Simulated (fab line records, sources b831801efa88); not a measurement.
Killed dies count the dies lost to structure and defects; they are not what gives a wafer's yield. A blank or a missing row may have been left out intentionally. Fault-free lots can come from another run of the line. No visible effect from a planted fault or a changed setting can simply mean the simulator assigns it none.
fab line records    flow sky130
record: lots: 6  wafers: 18  lastDay: 50
route steps=708 shown SONOS_ONO@180 GATE_OXIDE@187 PAD_OPEN@708
lots untouched by any fault: they come from a run of this same line in which no faults occurred
startH: hours from the record's opening day to when the first of the lot's shown wafers began    waitH: how many hours have passed since the lot's step before this one    " identical to the entry in the row above    L1.1+2: a single row standing in for several wafers    - no value, or no start given    * or withheld: withheld    < > ~ a bound
route shown NAME@n: names a module that has steps shown in the file, with the first one's number in the route    usual: mean/standard deviation of fault-free wafers    same: alike in all rows    chamber/n: place in a boat    sites: readings site by site    _std_site: the values' standard deviation    _edge_site: inner sites' mean taken away from outer sites' mean    radiusMm: how far each site lies from the wafer's centre    mask NAME#n: copy n    behind: the last tool/chamber to shape the wafer    hold: what put the lot on hold/how long, in hours/how the hold closed    device: which transistor (n, p or np) failed to switch    end of line: the tests these same wafers got at the end of their route    a step without rows: its recipe alone    killed: dies that structure and defects cost at the first sort, which is not the same as the wafer's yield    map: a wafer's dies, marking killed ones x, the rest . and places with no die _
set.NAME: the setting as run; set.NAME@STEP: as run at that earlier step    model.NAME: the simulator's own value behind a step, which no gauge read
lots at some steps of the route; a table a step, a row a wafer
services: the hour from which a tool's chamber was out of use, counted from the record's first day as startH (under 0 if before that day), plus the number of hours and why
== steps ==
step: SKY_SONOS_ONO_DEVELOP_12
recipe: developTimeS: 60  devTempC: 23
step: SKY_SONOS_ONO_CD_MEAS_13
recipe: targetCdNm: 410
usual: cdNm: 410.0/1.8
lot.wafer  tool      chamber  startH  waitH  cdNm
L519.2     cdSem-01  -        332.73  0.1    408.6
L519.5     "         -        "       "      413.4
L519.6     "         -        "       "      407.9
L521.1     cdSem-02  -        350.87  0.1    411.1
L521.3     "         -        "       "      410.2
L521.4     "         -        "       "      410.8
L527.1     cdSem-02  -        415.56  0.1    412.5
L527.5     "         -        "       "      410.3
L527.6     "         -        "       "      412.0
L529.1     cdSem-02  -        423.14  0.1    405.0
L529.2     "         -        "       "      408.3
L529.3     "         -        "       "      408.8
L532.1     cdSem-02  -        438.99  0.1    408.7
L532.4     "         -        "       "      408.6
L532.5     "         -        "       "      409.0
L533.1     cdSem-02  -        452.81  0.1    409.8
L533.4     "         -        "       "      412.7
L533.5     "         -        "       "      410.9
step: SKY_SONOS_ONO_OVL_MEAS_14
usual: SONOS_ONO_OVL: 0.0/1.9
lot.wafer  tool        chamber  startH  waitH  SONOS_ONO_OVL[nm]
L519.2     overlay-01  -        332.84  0.1    2.0
L519.5     "           -        "       "      -0.5
L519.6     "           -        "       "      0.0
L521.1     overlay-01  -        350.99  0.1    -2.0
L521.3     "           -        "       "      -1.7
L521.4     "           -        "       "      0.3
L527.1     overlay-01  -        415.68  0.1    1.0
L527.5     "           -        "       "      1.3
L527.6     "           -        "       "      0.7
L529.1     overlay-01  -        423.26  0.1    -4.9
L529.2     "           -        "       "      -2.7
L529.3     "           -        "       "      -5.8
L532.1     overlay-01  -        439.11  0.1    -1.5
L532.4     "           -        "       "      -2.0
L532.5     "           -        "       "      -1.4
L533.1     overlay-02  -        452.93  0.1    1.1
L533.4     "           -        "       "      0.0
L533.5     "           -        "       "      1.4
step: SKY_SONOS_ONO_ETCH_15
recipe: targetDepthNm: 19.52  chemistry: CHF3/O2  sourceW: 600  biasW: 200  pressureMtorr: 40  chf3FlowSccm: 50  O2_flow_sccm: 5  timeS: 7.8
usual: drypumpMotorCurrentA: 5.9/0.47  oesProductAu: 0.999/0.0066  rfFwdPowerW: 589.2/2.6  throttleValvePct: 8.823/0.0096
same: timeS: 7.8
lot.wafer  tool        chamber  startH  waitH  drypumpMotorCurrentA  oesProductAu  rfFwdPowerW  rfHoursCounterH  throttleValvePct
L519.2     rieDiel-02  1        332.87  0.0    6.1                   1.006         592.3        5                8.823
L519.5     "           0        "       "      5.8                   0.996         587.6        -                8.822
L519.6     "           3        "       "      5.8                   1.002         591.9        -                8.838
L521.1     rieDiel-04  3        351.02  0.0    6.5                   0.999         587.9        0                8.830
L521.3     "           0        "       "      5.1                   1.003         589.7        8                8.833
L521.4     "           2        "       "      5.8                   1.006         590.7        20               8.823
L527.1     rieDiel-02  2        415.72  0.0    5.4                   1.000         585.2        8                8.823
L527.5     "           1        "       "      6.1                   1.002         597.3        -                8.833
L527.6     "           3        "       "      5.8                   0.993         588.9        -                8.835
L529.1     rieDiel-04  2        423.30  0.0    5.8                   1.001         591.1        21               8.827
L529.2     "           1        "       "      5.9                   0.991         594.8        11               8.823
L529.3     "           0        "       "      5.1                   0.991         588.1        9                8.819
L532.1     rieDiel-04  0        439.15  0.0    5.1                   0.992         585.0        9                8.826
L532.4     "           3        "       "      6.5                   1.000         591.0        2                8.822
L532.5     "           2        "       "      5.8                   1.007         591.2        -                8.830
L533.1     rieDiel-04  2        452.97  0.0    5.8                   1.004         590.0        21               8.846
L533.4     "           1        "       "      5.9                   0.994         593.3        12               8.829
L533.5     "           1        "       "      5.9                   1.009         590.1        -                8.806
step: SKY_SONOS_ONO_WET_ETCH_16
recipe: chemistry: dHF  targetDepthNm: 14  dry: n2Spin  target: SiO2  dilution: 100:1  tempC: 25  timeS: 280
step: SKY_SONOS_ONO_STRIP_17
recipe: chemistry: O2/N2  powerW: 1400  pressureMtorr: 1500  platenTempC: withheld  o2FlowSccm: 3000  n2FlowSccm: 300  overashFraction: 0.5
usual: drypumpMotorCurrentA: 5.72/0.23  oesProductAu: 0.710/0.0048  stripTimeToEndpointS: 14.10/0.043
lot.wafer  tool            chamber  startH  waitH  drypumpMotorCurrentA  oesProductAu  rfHoursCounterH  stripTimeToEndpointS
L519.2     plasmaAsher-02  1        332.97  0.0    6.14                  0.715         65               14.07
L519.5     "               1        "       "      6.10                  0.705         -                14.08
L519.6     "               0        "       "      5.66                  0.710         -                14.02
L521.1     plasmaAsher-03  1        351.22  0.0    5.42                  0.714         23               14.15
L521.3     "               1        "       "      5.41                  0.708         -                14.08
L521.4     "               0        "       "      5.79                  0.701         -                14.09
L527.1     plasmaAsher-02  0        415.83  0.0    5.67                  0.713         71               14.19
L527.5     "               0        "       "      5.65                  0.716         -                14.15
L527.6     "               1        "       "      6.10                  0.721         -                14.15
L529.1     plasmaAsher-04  1        423.41  0.0    5.61                  0.713         76               14.04
L529.2     "               0        "       "      5.72                  0.705         76               14.05
L529.3     "               1        "       "      5.59                  0.703         -                14.08
L532.1     plasmaAsher-02  0        439.26  0.0    5.67                  0.709         1                14.13
L532.4     "               0        "       "      5.67                  0.711         -                14.13
L532.5     "               1        "       "      6.12                  0.712         -                14.11
L533.1     plasmaAsher-02  0        453.07  0.0    5.67                  0.704         2                13.99
L533.4     "               0        "       "      5.66                  0.699         -                14.00
L533.5     "               1        "       "      6.09                  0.706         -                14.03
step: SKY_SONOS_ONO_WET_ETCH_18
recipe: chemistry: H3PO4  targetDepthNm: 15  target: Si3N4  tempC: 160  timeS: 172
step: SKY_GATE_OXIDE_CLEAN_00
recipe: chemistry: SC1/SC2  mix: 1:4:20  tempC: 70  timeS: 150  dry: n2Spin
step: SKY_GATE_OXIDE_OXIDATION_01
recipe: tempC: 900  ambient: O2  stabiliseS: 600  purgeS: 300  targetThkA: 102.68  oxTimeS: 1473
step: SKY_GATE_OXIDE_THK_MEAS_02
recipe: reads: SiO2_of_GATE_OXIDE_OXIDATION_01
usual: GATE_OXIDE_OXIDATION_00_THK: 10.22/0.2
lot.wafer  tool          chamber  startH  waitH  GATE_OXIDE_OXIDATION_00_THK[nm]
L519.2     filmMetro-04  -        334.60  0.0    10.04
L519.5     "             -        "       "      9.94
L519.6     "             -        "       "      10.00
L521.1     filmMetro-03  -        356.93  0.0    9.75
L521.3     "             -        "       "      9.78
L521.4     "             -        "       "      9.70
L527.1     filmMetro-04  -        418.04  0.0    10.41
L527.5     "             -        "       "      10.45
L527.6     "             -        "       "      10.47
L529.1     filmMetro-04  -        426.82  0.0    9.99
L529.2     "             -        "       "      10.04
L529.3     "             -        "       "      9.91
L532.1     filmMetro-04  -        441.09  0.0    10.22
L532.4     "             -        "       "      10.15
L532.5     "             -        "       "      10.26
L533.1     filmMetro-04  -        454.75  0.0    10.20
L533.4     "             -        "       "      10.21
L533.5     "             -        "       "      10.38
step: SKY_GATE_OXIDE_DEHYDRATE_03
recipe: tempC: 200  timeS: 60
step: SKY_GATE_OXIDE_HMDS_04
recipe: primeTimeS: 60  primeTempC: 120
step: SKY_GATE_OXIDE_COAT_05
recipe: resist: NOVOLAK  spinRpm: 3000  resistThkNm: 1140
lot.wafer  tool           chamber  startH  waitH  model.NOVOLAK_of_GATE_OXIDE_COAT_05.thkNm
L519.2     lithoTrack-04  0        347.89  0.1    1139
L519.5+6   "              0        "       "      1134
L521.1     lithoTrack-03  0        370.50  0.1    1143
L521.3+4   "              0        "       "      1142
L527.1     lithoTrack-04  0        432.21  0.1    449.9
L527.5     "              0        "       "      450.8
L527.6     "              0        "       "      451.5
L529.1     lithoTrack-04  0        441.01  0.1    451.5
L529.2     "              0        "       "      451
L529.3     "              0        "       "      452.1
L532.1+4   lithoTrack-03  0        456.25  0.1    1146
L532.5     "              0        "       "      1144
L533.1+4   lithoTrack-01  0        469.84  0.1    1140
L533.5     "              0        "       "      1139
step: SKY_GATE_OXIDE_SOFTBAKE_06
recipe: tempC: 90  timeS: 60  resist: NOVOLAK
step: SKY_GATE_OXIDE_EXPOSE_07
recipe: maskId: LVOM  na: 0.6  sourceShape: conventional  sigmaOuter: 0.6  polarization: unpolarized  targetCdNm: 600  doseMj: 170
step: SKY_GATE_OXIDE_PEB_08
recipe: tempC: withheld  timeS: *  resist: NOVOLAK
step: SKY_GATE_OXIDE_DEVELOP_09
recipe: resist: NOVOLAK  developer: TMAH  developTimeS: 60  devTempC: 23
lot.wafer   tool           chamber  startH  waitH  model.NOVOLAK_of_GATE_OXIDE_COAT_05.thkNm
L519.2      lithoTrack-03  0        361.28  0.1    1138
L519.5+6    "              0        "       "      1133
L521.1+4    lithoTrack-01  0        383.29  0.1    1142
L521.3      "              0        "       "      1141
L527.1      lithoTrack-01  0        448.29  0.1    449.5
L527.5      "              0        "       "      450.4
L527.6      "              0        "       "      451.1
L529.1      lithoTrack-03  0        456.70  0.1    451.1
L529.2      "              0        "       "      450.6
L529.3      "              0        "       "      451.7
L532.1+4    lithoTrack-03  0        471.65  0.1    1146
L532.5      "              0        "       "      1143
L533.1+4+5  lithoTrack-03  0        485.30  0.1    1139
step: SKY_GATE_OXIDE_OVL_MEAS_10
usual: GATE_OXIDE_OVL: 1.1/1.2
lot.wafer  tool        chamber  startH  waitH  GATE_OXIDE_OVL[nm]
L519.2     overlay-02  -        361.41  0.1    3.2
L519.5     "           -        "       "      0.8
L519.6     "           -        "       "      2.1
L521.1     overlay-02  -        383.44  0.1    2.8
L521.3     "           -        "       "      2.1
L521.4     "           -        "       "      2.6
L527.1     overlay-02  -        448.44  0.1    1.2
L527.5     "           -        "       "      1.6
L527.6     "           -        "       "      1.2
L529.1     overlay-02  -        456.85  0.1    -0.5
L529.2     "           -        "       "      -0.7
L529.3     "           -        "       "      0.3
L532.1     overlay-02  -        471.80  0.1    2.3
L532.4     "           -        "       "      3.8
L532.5     "           -        "       "      2.4
L533.1     overlay-02  -        485.45  0.1    3.2
L533.4     "           -        "       "      1.0
L533.5     "           -        "       "      2.6
step: SKY_GATE_OXIDE_IMPLANT_11
recipe: species: B  energyKev: 10  doseCm2: 2.551e+12  tiltDeg: withheld
step: SKY_GATE_OXIDE_WET_ETCH_12
recipe: chemistry: dHF  targetDepthNm: 16.8  dry: n2Spin  target: SiO2  dilution: 100:1  tempC: 25  timeS: 336
step: SKY_GATE_OXIDE_STRIP_13
recipe: chemistry: O2/N2  powerW: 1400  pressureMtorr: 1500  platenTempC: withheld  o2FlowSccm: 3000  n2FlowSccm: 300  overashFraction: 0.5
usual: drypumpMotorCurrentA: 5.6/0.34  oesProductAu: 0.716/0.0041  stripTimeToEndpointS: 14.17/0.042
lot.wafer  tool            chamber  startH  waitH  drypumpMotorCurrentA  oesProductAu  rfHoursCounterH  stripTimeToEndpointS
L519.2     plasmaAsher-03  1        361.69  0.0    5.4                   0.721         23               14.16
L519.5     "               0        "       "      5.8                   0.718         -                14.10
L519.6     "               1        "       "      5.4                   0.711         -                14.11
L521.1     plasmaAsher-03  1        383.73  0.0    5.4                   0.714         27               14.22
L521.3     "               1        "       "      5.4                   0.718         -                14.20
L521.4     "               0        "       "      5.8                   0.714         -                14.21
L527.1     plasmaAsher-02  1        448.83  0.0    6.1                   0.487         1                6.05
L527.5     "               1        "       "      6.1                   0.488         -                6.06
L527.6     "               0        "       "      5.7                   0.485         -                6.06
L529.1     plasmaAsher-02  1        457.14  0.0    6.1                   0.491         2                6.08
L529.2     "               0        "       "      5.7                   0.487         2                6.05
L529.3     "               0        "       "      5.7                   0.487         -                6.08
L532.1     plasmaAsher-03  1        472.10  0.0    5.4                   0.717         37               14.24
L532.4     "               1        "       "      5.4                   0.715         -                14.25
L532.5     "               0        "       "      5.8                   0.717         -                14.23
L533.1     plasmaAsher-03  0        485.74  0.0    5.8                   0.719         38               14.17
L533.4     "               0        "       "      5.8                   0.718         -                14.16
L533.5     "               0        "       "      5.8                   0.721         -                14.16
step: SKY_GATE_OXIDE_TW_MEAS_14
usual: GATE_OXIDE_TW: 223.2/1.3
lot.wafer  tool          chamber  startH  waitH  GATE_OXIDE_TW
L519.2     filmMetro-01  -        361.80  0.1    223.0
L519.5     "             -        "       "      222.5
L519.6     "             -        "       "      222.1
L521.1     filmMetro-01  -        383.83  0.1    223.3
L521.3     "             -        "       "      223.5
L521.4     "             -        "       "      224.1
L527.1     filmMetro-04  -        448.93  0.1    225.4
L527.5     "             -        "       "      223.2
L527.6     "             -        "       "      225.1
L529.1     filmMetro-03  -        457.24  0.1    221.6
L529.2     "             -        "       "      223.6
L529.3     "             -        "       "      223.1
L532.1     filmMetro-01  -        472.20  0.1    223.1
L532.4     "             -        "       "      223.4
L532.5     "             -        "       "      222.4
L533.1     filmMetro-01  -        485.84  0.1    222.8
L533.4     "             -        "       "      223.3
L533.5     "             -        "       "      224.4
step: SKY_PAD_OPEN_PROBE_99
usual: killed_at_M0_to_M3: 43/7.7  killed_at_M4_up: 3.0/1.7  killedAtContacts: 24/5.2  killedAtFrontEnd: 15/4.5  killedAtOther: 0.3/0.5  killedDies: 85/9.5  killedOpen: 47/6.6  killedShort: 38/6.6
same: grossDies: 492  killedAtBackSide: 0
lot.wafer  tool       chamber  startH   waitH  killed_at_M0_to_M3  killed_at_M4_up  killedAtContacts  killedAtFrontEnd  killedAtOther  killedDies  killedOpen  killedShort
L519.2     prober-02  -        1112.62  0.1    44                  7                29                18                1              99          55          44
L519.5     prober-02  -        1112.77  0.2    36                  3                20                12                0              71          40          31
L519.6     prober-02  -        1112.82  0.2    46                  6                24                27                0              103         49          54
L521.1     prober-02  -        1128.25  0.1    49                  3                24                14                1              91          58          33
L521.3     prober-02  -        1128.35  0.2    40                  4                20                16                0              80          45          35
L521.4     prober-02  -        1128.40  0.2    43                  5                18                17                0              83          50          33
killed by level:class
L519.2 CONTACT:geometricParticle:open=15 VIA3:geometricParticle:open=8 VIA1:geometricParticle:open=8 VIA2:geometricParticle:open=6 POLY_GATE:geometricParticle:short=5 METAL4:geometricParticle:short=5 LOCAL_INTERCONNECT:geometricParticle:short=4 CONTACT:geometricParticle:short=4
L519.5 CONTACT:geometricParticle:open=11 VIA3:geometricParticle:open=8 VIA1:geometricParticle:open=7 VIA1:geometricParticle:short=5 FIELD_ISO:geometricParticle:open=4 LI_CONTACT:geometricParticle:short=3 CONTACT:geometricParticle:short=3 METAL2:geometricParticle:short=3
L519.6 VIA1:geometricParticle:open=11 FIELD_ISO:geometricParticle:short=10 LI_CONTACT:geometricParticle:open=9 POLY_GATE:geometricParticle:short=7 CONTACT:geometricParticle:open=7 METAL1:geometricParticle:short=6 VIA2:geometricParticle:open=6 VIA3:geometricParticle:open=6
L521.1 CONTACT:geometricParticle:open=11 VIA3:geometricParticle:open=11 VIA1:geometricParticle:open=10 VIA2:geometricParticle:open=8 LI_CONTACT:geometricParticle:open=7 FIELD_ISO:geometricParticle:short=5 VIA1:geometricParticle:short=5 METAL1:geometricParticle:short=4
L521.3 VIA1:geometricParticle:open=9 POLY_GATE:geometricParticle:open=6 LI_CONTACT:geometricParticle:open=6 CONTACT:geometricParticle:open=6 VIA2:geometricParticle:open=5 VIA3:geometricParticle:short=5 METAL1:geometricParticle:short=4 METAL2:geometricParticle:short=4
L521.4 VIA1:geometricParticle:open=13 VIA2:geometricParticle:open=10 CONTACT:geometricParticle:open=7 POLY_GATE:geometricParticle:short=5 METAL1:geometricParticle:short=5 VIA3:geometricParticle:open=5 FIELD_ISO:geometricParticle:short=4 METAL2:geometricParticle:short=4
== services ==
tool            chamber  startH  hours  kind
rieDiel-04      0        353.95  1.8    repair
plasmaAsher-03  -        357.38  2.8    pm
plasmaAsher-02  -        377.40  18.8   pm
rieDiel-02      3        381.07  -      clean
rieDiel-02      3        381.07  14.0   scheduledDown
rieDiel-02      3        381.07  14.0   ventCycle
rieDiel-04      0        385.78  5.5    repair
rieDiel-02      0        398.48  6.4    repair
rieDiel-02      0        404.93  -      clean
rieDiel-02      0        404.93  16.0   scheduledDown
rieDiel-02      0        404.93  16.0   ventCycle
rieDiel-04      -        410.48  0.4    repair
plasmaAsher-03  -        411.14  1.2    repair
plasmaAsher-02  -        412.60  1.0    repair
plasmaAsher-04  -        416.76  3.5    repair
plasmaAsher-02  -        421.30  9.0    pm
plasmaAsher-02  0        421.30  9.0    ventCycle
plasmaAsher-02  1        421.30  9.0    ventCycle
plasmaAsher-02  0        430.30  -      clean
plasmaAsher-02  1        430.30  -      clean
rieDiel-04      3        468.66  4.7    repair
== key ==
firstSign: step: SKY_GATE_OXIDE_STRIP_13  reading: stripTimeToEndpointS  direction: down  sigmas: 99+  usual: *  struck: *
effect: step: SKY_GATE_OXIDE_STRIP_13  reading: oesProductAu  direction: down  sigmas: 56  usual: 0.716  struck: 0.487
modelEffect: step: SKY_GATE_OXIDE_COAT_05  value: NOVOLAK_of_GATE_OXIDE_COAT_05.thkNm  without: 1141  struck: 451.1
modelEffect: step: SKY_GATE_OXIDE_DEVELOP_09  value: NOVOLAK_of_GATE_OXIDE_COAT_05.thkNm  without: 1141  struck: 450.7
metAt SKY_GATE_OXIDE_COAT_05
struckWafers L527.1,L527.5,L527.6,L529.1,L529.2,L529.3
testerLeftOut L527,L529
onsetBetween 347.89 432.21
alsoFits SKY_GATE_OXIDE_STRIP_13:plasmaAsher-02
fault: kind: processParameterDrift  tool: lithoTrack-04  chamber: -  onsetH: 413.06  steps: SKY_GATE_OXIDE_COAT_05  channel: resistThkNm  offset: -689.29  shape: step  endH: 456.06  actsIn: theseRecipesOnly  stated: 1140
testerLeftOut: of these lots the tester's yield and bins aren't shown, on N5 and GAA mostly nor the transistor test; their killed dies are dies lost to structure and defects alone, not to doping, threshold or leakage, so they don't give the yield
